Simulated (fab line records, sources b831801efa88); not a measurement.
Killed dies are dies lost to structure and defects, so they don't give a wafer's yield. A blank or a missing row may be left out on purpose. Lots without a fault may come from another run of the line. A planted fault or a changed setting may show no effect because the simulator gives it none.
fab line records | flow sky130
record lots=6 wafers=18 last_day=50
route steps=708 shown CAPM@539 PAD_OPEN@708
lots that met no fault: from a run of the same line without faults
start_h: hours from the record's first day to the start of the lot's first wafer shown | wait_h: hours since the lot's step before | " the same as in the row above | L1.1+2: a row that stands for several wafers | - no value, or no start given | * or withheld: withheld | < > ~ a bound
route shown NAME@n: a module of which the file shows steps, and the number in the route of the first | usual: mean/standard deviation of fault-free wafers | same: alike in all rows | chamber/n: place in a boat | sites: the reading at each site | _std_site: their standard deviation | _edge_site: outer sites' mean less inner sites' | radius_mm: how far each site lies from the wafer's centre | mask NAME#n: copy n | behind: the tool/chamber that last shaped the wafer | hold: why the lot was held/for how many hours/how that ended | device: the transistor (n, p or np) that didn't switch | end of line: the same wafers' tests at the end of the route | a step without rows: its recipe alone | killed: dies lost to structure and defects at the first sort, not the wafer's yield | map: a wafer's dies, x killed, . not, _ none there
set.NAME: the setting as run; set.NAME@STEP: as run at that earlier step | model.NAME: the simulator's own value behind a step, which no gauge read
lots at some steps of the route; a table a step, a row a wafer
services: from which hour (start_h, from the record's first day; less than 0 if before it) a tool's chamber was out of use, for how many hours, and why
## steps
# step SKY_CAPM_SPUTTER_02
# recipe material=TiN target_thk_nm=200 temp_c=300 power_w=6500 time_s=166.7 chamber_pressure_pa=0.4
# usual cathode_dc_power_W=6500.0/1.2 throttle_valve_pct=29.7/0.85
# same time_s=166.7
# columns lot.wafer tool chamber start_h wait_h cathode_dc_power_W throttle_valve_pct
L504.4 pvd_sputter-01 - 850.64 0.1 6499.6 32.2
L504.5 " - " " 6500.8 29.4
L504.6 " - " " 6498.5 30.8
L509.1 pvd_sputter-03 - 895.91 0.1 6500.4 28.4
L509.3 " - " " 6500.6 29.2
L509.5 " - " " 6502.0 30.0
L513.2 pvd_sputter-01 - 921.18 0.0 6498.8 29.9
L513.3 " - " " 6499.0 29.3
L513.6 " - " " 6500.1 29.4
L514.2 pvd_sputter-04 - 929.38 0.0 6498.9 30.4
L514.3 " - " " 6499.2 29.9
L514.5 " - " " 6499.5 30.7
L522.3 pvd_sputter-03 - 983.98 0.0 6502.5 29.7
L522.5 " - " " 6500.7 29.7
L522.6 " - " " 6499.1 30.0
L525.4 pvd_sputter-04 - 999.07 0.0 6502.0 30.5
L525.5 " - " " 6498.3 30.0
L525.6 " - " " 6500.4 28.9
# step SKY_CAPM_RS_MEAS_03
# recipe thk_meas_gauge=four-point-probe reads=TiN_of_CAPM_SPUTTER_02
# usual CAPM_TIN_RS=6.91/0.086
# columns lot.wafer tool chamber start_h wait_h CAPM_TIN_RS[ohm/sq]
L504.4 film_metro-02 - 850.76 0.1 6.81
L504.5 " - " " 6.88
L504.6 " - " " 6.89
L509.1 film_metro-01 - 896.02 0.1 6.90
L509.3 " - " " 6.94
L509.5 " - " " 7.03
L513.2 film_metro-01 - 921.31 0.1 6.94
L513.3 " - " " 6.88
L513.6 " - " " 6.83
L514.2 film_metro-03 - 929.51 0.1 6.84
L514.3 " - " " 7.06
L514.5 " - " " 6.86
L522.3 film_metro-03 - 984.13 0.1 7.08
L522.5 " - " " 7.02
L522.6 " - " " 7.05
L525.4 film_metro-01 - 999.24 0.1 6.84
L525.5 " - " " 7.04
L525.6 " - " " 6.96
# step SKY_CAPM_THK_MEAS_04
# recipe thk_meas_gauge=xrf reads=TiN_of_CAPM_SPUTTER_02
# usual CAPM_TIN_THK=195.6/2.4
# columns lot.wafer tool chamber start_h wait_h CAPM_TIN_THK[nm]
L504.4 film_metro-02 - 850.85 0.1 198.1
L504.5 " - " " 195.6
L504.6 " - " " 195.8
L509.1 film_metro-01 - 896.14 0.1 197.8
L509.3 " - " " 195.8
L509.5 " - " " 193.2
L513.2 film_metro-01 - 921.42 0.1 196.4
L513.3 " - " " 197.7
L513.6 " - " " 197.1
L514.2 film_metro-03 - 929.62 0.1 196.9
L514.3 " - " " 191.4
L514.5 " - " " 196.9
L522.3 film_metro-03 - 984.23 0.1 191.0
L522.5 " - " " 192.2
L522.6 " - " " 191.9
L525.4 film_metro-01 - 999.33 0.1 197.9
L525.5 " - " " 192.3
L525.6 " - " " 194.2
# step SKY_CAPM_DEHYDRATE_05
# recipe temp_c=200 time_s=60
# step SKY_CAPM_HMDS_06
# recipe prime_time_s=60 prime_temp_c=120
# step SKY_CAPM_COAT_07
# recipe resist=NOVOLAK spin_rpm=3000 resist_thk_nm=1140
# step SKY_CAPM_SOFTBAKE_08
# recipe temp_c=90 time_s=60 resist=NOVOLAK
# step SKY_CAPM_EXPOSE_09
# recipe mask_id=CAPM na=0.6 source_shape=conventional sigma_outer=0.6 polarization=unpolarized target_cd_nm=1000 dose_mj=159
# step SKY_CAPM_PEB_10
# recipe temp_c=withheld time_s=* resist=NOVOLAK
# step SKY_CAPM_DEVELOP_11
# recipe resist=NOVOLAK developer=TMAH develop_time_s=60 dev_temp_c=23
# step SKY_CAPM_OVL_MEAS_12
# usual CAPM_OVL=0.0/1.3
# columns lot.wafer tool chamber start_h wait_h CAPM_OVL[nm]
L504.4 overlay-02 - 875.62 0.1 -0.4
L504.5 " - " " 0.9
L504.6 " - " " -1.6
L509.1 overlay-02 - 921.37 0.1 -0.8
L509.3 " - " " -1.1
L509.5 " - " " 1.5
L513.2 overlay-01 - 946.91 0.1 -1.4
L513.3 " - " " -1.4
L513.6 " - " " -0.7
L514.2 overlay-02 - 955.47 0.1 0.1
L514.3 " - " " -0.3
L514.5 " - " " 1.0
L522.3 overlay-01 - 1007.43 0.1 -0.4
L522.5 " - " " -0.2
L522.6 " - " " -0.4
L525.4 overlay-02 - 1021.82 0.1 -0.1
L525.5 " - " " -0.6
L525.6 " - " " 0.8
# step SKY_CAPM_METAL_ETCH_13
# recipe target_depth_nm=220 stop_on=SiO2 chemistry=Cl2/BCl3 target=TiN pressure_mtorr=10 icp_w=900 bias_w=48.5 Cl2_flow_sccm=60 bcl3_flow_sccm=30 time_s=62.9
# usual bcl3_flow_sccm=29.98/0.083 drypump_motor_current_A=5.6/0.48 oes_product_au=0.942/0.0077 throttle_valve_pct=21.903/0.01
# same time_s=62.9
# columns lot.wafer tool chamber start_h wait_h bcl3_flow_sccm drypump_motor_current_A oes_product_au rf_hours_counter_h throttle_valve_pct
L504.4 rie_metal-01 1 875.67 0.0 30.08 5.3 0.952 - 21.893
L504.5 " 0 " " 30.05 5.4 0.942 - 21.903
L504.6 " 1 " " 30.09 5.2 0.939 - 21.890
L509.1 rie_metal-03 0 921.40 0.0 30.06 5.1 0.945 13 21.894
L509.3 " 1 " " 30.07 6.0 0.936 - 21.904
L509.5 " 1 " " 29.93 6.0 0.933 - 21.903
L513.2 rie_metal-03 1 946.94 0.0 29.99 6.0 0.941 1 21.910
L513.3 " 0 " " 30.01 5.2 0.951 - 21.909
L513.6 " 1 " " 29.90 6.0 0.947 - 21.888
L514.2 rie_metal-02 1 955.50 0.0 29.92 5.3 0.949 6 21.902
L514.3 " 1 " " 29.96 5.2 0.929 - 21.911
L514.5 " 1 " " 29.89 5.3 0.948 - 21.911
L522.3 rie_metal-02 0 1007.48 0.0 30.01 6.3 0.934 - 21.896
L522.5 " 1 " " 30.02 5.3 0.928 - 21.919
L522.6 " 0 " " 30.01 6.3 0.939 - 21.897
L525.4 rie_metal-02 1 1021.87 0.0 29.94 5.3 0.944 - 21.884
L525.5 " 1 " " 30.01 5.3 0.934 - 21.903
L525.6 " 0 " " 30.06 6.3 0.935 - 21.920
# step SKY_CAPM_STRIP_14
# recipe chemistry=O2/N2 power_w=1400 pressure_mtorr=1500 platen_temp_c=withheld o2_flow_sccm=3000 n2_flow_sccm=300 overash_fraction=0.5
# usual drypump_motor_current_A=5.5/0.33 n2_flow_sccm=300.1/0.91 oes_product_au=0.710/0.005 strip_time_to_endpoint_s=12.66/0.041
# columns lot.wafer tool chamber start_h wait_h drypump_motor_current_A n2_flow_sccm oes_product_au rf_hours_counter_h strip_time_to_endpoint_s
L504.4 plasma_asher-04 0 875.75 0.1 5.0 302.2 0.713 - 12.59
L504.5 " 0 " " 5.0 301.2 0.716 - 12.58
L504.6 " 1 " " 5.7 298.8 0.710 - 12.59
L509.1 plasma_asher-03 1 921.48 0.1 5.1 300.5 0.718 48 12.68
L509.3 " 1 " " 5.2 300.7 0.716 - 12.65
L509.5 " 1 " " 5.2 299.6 0.713 - 12.69
L513.2 plasma_asher-03 1 947.02 0.1 5.1 300.6 0.709 51 12.65
L513.3 " 0 " " 5.6 239.5 0.716 - 12.68
L513.6 " 1 " " 5.1 300.5 0.709 - 12.60
L514.2 plasma_asher-03 1 955.58 0.1 5.1 301.2 0.716 53 12.59
L514.3 " 0 " " 5.6 239.6 0.707 - 12.62
L514.5 " 0 " " 5.6 239.3 0.716 - 12.61
L522.3 plasma_asher-04 1 1007.56 0.1 5.7 300.8 0.717 - 12.66
L522.5 " 0 " " 5.0 300.9 0.714 - 12.66
L522.6 " 1 " " 5.6 300.2 0.712 - 12.61
L525.4 plasma_asher-04 0 1021.95 0.1 5.0 300.1 0.712 - 12.67
L525.5 " 0 " " 5.0 300.0 0.710 - 12.63
L525.6 " 1 " " 5.7 301.0 0.717 - 12.77
# step SKY_CAPM_STRIP_15
# recipe chemistry=post_etch_residue_remover time_s=1200 temp_c=72.5
# step SKY_PAD_OPEN_PROBE_99
# usual defect_limited_yield=82.5/1.9 killed_at_M0_to_M3=42/7.2 killed_at_M4_up=3.5/1.8 killed_at_contacts=25/5.7 killed_at_front_end=16/4.6 killed_at_other=0.2/0.41 killed_dies=86/9.3 killed_on_rim=17/3.9 killed_open=47/6.3 killed_short=39/5.9 sort_bin_3_pad_short=0.9/0.44 sort_bin_5_function=10.3/1.5 sort_bin_6_memory=6.3/1 sort_n_pass=406/9.3 sort_yield_pct=82.5/1.9
# same gross_dies=492 killed_at_back_side=0 sort_bin_4_leakage[%]=0 sort_bin_8_speed[%]=0
# columns lot.wafer tool chamber start_h wait_h defect_limited_yield[%] killed_at_M0_to_M3 killed_at_M4_up killed_at_contacts killed_at_front_end killed_at_other killed_dies killed_on_rim killed_open killed_short sort_bin_3_pad_short[%] sort_bin_5_function[%] sort_bin_6_memory[%] sort_n_pass sort_yield_pct[%]
L504.4 prober-02 - 1077.58 0.2 85.8 35 2 17 16 0 70 9 38 32 0 9.3 4.9 422 85.8
L504.5 prober-02 - 1077.63 0.2 83.5 48 0 21 12 0 81 11 42 39 1.6 8.7 6.1 411 83.5
L504.6 prober-02 - 1077.68 0.2 85.2 39 3 22 9 0 73 21 44 29 0.2 8.3 6.3 419 85.2
L509.1 prober-02 - 1114.39 0.1 81.5 35 6 36 14 0 91 17 57 34 1.2 12.6 4.7 401 81.5
L509.3 prober-02 - 1114.49 0.2 78.0 48 5 26 28 1 108 22 58 50 1.8 14.0 6.1 384 78.0
L509.5 prober-02 - 1114.59 0.2 81.5 43 3 32 13 0 91 24 57 34 0.4 11.8 6.3 401 81.5
L513.2 prober-02 - 1133.62 0.1 81.9 39 5 22 23 0 89 22 50 39 1.0 9.8 7.3 403 81.9
L513.3 prober-02 - 1133.67 0.2 85.6 33 1 22 14 1 71 11 43 28 0.6 8.3 5.5 421 85.6
L513.6 prober-02 - 1133.82 0.2 83.5 44 4 21 12 0 81 16 39 42 0.2 10.6 5.7 411 83.5
L514.2 prober-01 - 1143.91 0.1 80.9 58 1 22 13 0 94 22 57 37 1.4 10.8 6.9 398 80.9
L514.3 prober-01 - 1143.96 0.2 83.7 43 3 19 15 0 80 22 39 41 0.8 9.1 6.3 412 83.7
L514.5 prober-01 - 1144.06 0.2 78.5 50 6 29 21 0 106 25 55 51 1.2 11.4 8.9 386 78.5
L522.3 prober-01 - 1182.12 0.2 83.1 43 4 22 13 1 83 23 40 43 1.0 10.0 5.9 409 83.1
L522.5 prober-01 - 1182.22 0.2 82.3 43 3 33 7 1 87 16 42 45 0.8 10.0 6.9 405 82.3
L522.6 prober-01 - 1182.27 0.2 82.3 43 5 24 15 0 87 16 44 43 1.2 11.8 4.7 405 82.3
L525.4 prober-02 - 1191.84 0.2 83.9 35 3 27 14 0 79 12 44 35 1.8 8.3 5.9 413 83.9
L525.5 prober-02 - 1191.89 0.2 83.7 36 7 22 14 1 80 19 38 42 0.4 10.4 5.5 412 83.7
L525.6 prober-02 - 1191.94 0.2 80.9 56 2 18 17 1 94 20 50 44 1.2 10.6 7.3 398 80.9
# killed by level:class
L504.4 VIA2:geometric_particle:open=10 CONTACT:geometric_particle:open=8 FIELD_ISO:geometric_particle:short=6 VIA3:geometric_particle:open=6 VIA1:geometric_particle:open=5 POLY_GATE:geometric_particle:short=4 LI_CONTACT:geometric_particle:short=4 METAL2:geometric_particle:short=4
L504.5 CONTACT:geometric_particle:open=11 METAL1:geometric_particle:short=8 VIA1:geometric_particle:open=7 VIA3:geometric_particle:open=7 VIA2:geometric_particle:open=6 VIA1:geometric_particle:short=6 LI_CONTACT:geometric_particle:open=5 VIA2:geometric_particle:short=5
L504.6 VIA1:geometric_particle:open=9 CONTACT:geometric_particle:open=7 VIA2:geometric_particle:open=7 LI_CONTACT:geometric_particle:open=6 LOCAL_INTERCONNECT:geometric_particle:short=5 VIA2:geometric_particle:short=5 METAL3:geometric_particle:short=4 VIA3:geometric_particle:open=4
L509.1 LI_CONTACT:geometric_particle:open=13 CONTACT:geometric_particle:open=13 VIA1:geometric_particle:open=10 FIELD_ISO:geometric_particle:open=6 VIA2:geometric_particle:open=6 POLY_GATE:geometric_particle:short=5 VIA3:geometric_particle:open=5 LI_CONTACT:geometric_particle:short=4
L509.3 VIA1:geometric_particle:open=12 CONTACT:geometric_particle:open=10 FIELD_ISO:geometric_particle:open=9 VIA2:geometric_particle:open=9 VIA3:geometric_particle:short=8 FIELD_ISO:geometric_particle:short=5 LOCAL_INTERCONNECT:geometric_particle:short=5 VIA1:geometric_particle:short=5
L509.5 VIA1:geometric_particle:open=15 CONTACT:geometric_particle:open=15 CONTACT:geometric_particle:short=7 VIA2:geometric_particle:open=7 VIA3:geometric_particle:open=7 LI_CONTACT:geometric_particle:open=5 VIA2:geometric_particle:short=5 FIELD_ISO:geometric_particle:short=4
L513.2 CONTACT:geometric_particle:open=10 VIA1:geometric_particle:open=8 LI_CONTACT:geometric_particle:open=6 POLY_GATE:geometric_particle:open=5 VIA3:geometric_particle:open=5 FIELD_ISO:geometric_particle:short=4 POLY_GATE:geometric_particle:short=4 VIA1:geometric_particle:short=4
L513.3 VIA1:geometric_particle:open=11 CONTACT:geometric_particle:open=10 VIA2:geometric_particle:open=6 METAL1:geometric_particle:short=5 VIA3:geometric_particle:open=5 LI_CONTACT:geometric_particle:open=4 VIA1:geometric_particle:short=4 FIELD_ISO:geometric_particle:open=3
L513.6 VIA1:geometric_particle:open=12 CONTACT:geometric_particle:open=8 POLY_GATE:geometric_particle:short=6 METAL1:geometric_particle:short=6 LI_CONTACT:geometric_particle:open=5 VIA2:geometric_particle:open=5 LOCAL_INTERCONNECT:geometric_particle:short=4 VIA1:geometric_particle:short=4
L514.2 VIA1:geometric_particle:open=14 CONTACT:geometric_particle:open=11 VIA2:geometric_particle:open=8 METAL3:geometric_particle:short=7 METAL1:geometric_particle:short=7 LI_CONTACT:geometric_particle:open=6 VIA1:geometric_particle:short=6 METAL2:geometric_particle:open=6
L514.3 POLY_GATE:geometric_particle:short=8 CONTACT:geometric_particle:open=8 METAL1:geometric_particle:short=6 VIA2:geometric_particle:open=6 VIA1:geometric_particle:open=6 METAL2:geometric_particle:short=6 LI_CONTACT:geometric_particle:open=5 VIA3:geometric_particle:open=5
L514.5 VIA1:geometric_particle:open=13 CONTACT:geometric_particle:open=11 VIA1:geometric_particle:short=10 POLY_GATE:geometric_particle:short=6 LI_CONTACT:geometric_particle:open=6 METAL1:geometric_particle:short=6 VIA3:geometric_particle:open=6 FIELD_ISO:geometric_particle:short=5
L522.3 VIA1:geometric_particle:open=10 LOCAL_INTERCONNECT:geometric_particle:short=7 VIA2:geometric_particle:short=6 FIELD_ISO:geometric_particle:short=5 LI_CONTACT:geometric_particle:open=5 VIA1:geometric_particle:short=5 VIA2:geometric_particle:open=5 LI_CONTACT:geometric_particle:short=4
L522.5 VIA1:geometric_particle:open=10 CONTACT:geometric_particle:open=9 LOCAL_INTERCONNECT:geometric_particle:short=9 METAL1:geometric_particle:short=9 LI_CONTACT:geometric_particle:open=6 METAL2:geometric_particle:short=6 VIA2:geometric_particle:open=6 CONTACT:geometric_particle:short=5
L522.6 VIA1:geometric_particle:open=10 CONTACT:geometric_particle:open=8 METAL2:geometric_particle:short=7 VIA2:geometric_particle:open=6 LI_CONTACT:geometric_particle:open=5 METAL1:geometric_particle:short=5 VIA2:geometric_particle:short=5 POLY_GATE:geometric_particle:open=4
L525.4 LI_CONTACT:geometric_particle:open=11 POLY_GATE:geometric_particle:open=8 METAL1:geometric_particle:short=7 VIA3:geometric_particle:open=7 CONTACT:geometric_particle:short=6 CONTACT:geometric_particle:open=5 VIA1:geometric_particle:short=5 LOCAL_INTERCONNECT:geometric_particle:short=5
L525.5 CONTACT:geometric_particle:open=10 VIA1:geometric_particle:open=7 METAL4:geometric_particle:short=6 METAL2:geometric_particle:short=6 LOCAL_INTERCONNECT:geometric_particle:short=5 VIA1:geometric_particle:short=5 VIA3:geometric_particle:open=4 FIELD_ISO:geometric_particle:short=3
L525.6 VIA3:geometric_particle:open=14 VIA1:geometric_particle:open=10 POLY_GATE:geometric_particle:short=7 LI_CONTACT:geometric_particle:open=7 VIA2:geometric_particle:open=7 METAL2:geometric_particle:short=6 VIA1:geometric_particle:short=6 METAL3:geometric_particle:short=4
## services
# columns tool chamber start_h hours kind
rie_metal-03 - 843.10 1.4 pm
plasma_asher-04 - 868.37 3.5 repair
rie_metal-03 1 871.88 25.6 repair
rie_metal-01 - 884.14 0.3 repair
rie_metal-03 1 897.64 - clean
rie_metal-03 1 897.64 14.6 scheduled_down
rie_metal-03 1 897.64 14.6 vent_cycle
plasma_asher-03 - 905.22 14.6 pm
pvd_sputter-04 - 911.27 3.2 repair
pvd_sputter-03 - 967.76 2.9 repair
pvd_sputter-01 - 981.76 1.7 repair
rie_metal-03 0 982.63 2.7 repair
rie_metal-03 1 984.74 4.0 repair
pvd_sputter-04 - 1011.22 2.6 repair
plasma_asher-04 - 1015.52 3.1 repair
pvd_sputter-03 - 1016.37 3.0 repair
## key
first_sign step=SKY_CAPM_STRIP_14 reading=n2_flow_sccm direction=down sigmas=66 usual=300.1 struck=239.4
effect none on later readings
met_at SKY_CAPM_STRIP_14
struck_wafers L513.3,L514.3,L514.5
fault kind=process_parameter_drift tool=plasma_asher-03 chamber=0 onset_h=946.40 steps=SKY_CAPM_STRIP_14 channel=n2_flow_sccm offset=-60 shape=step end_h=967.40 acts_in=these_recipes_only stated=300
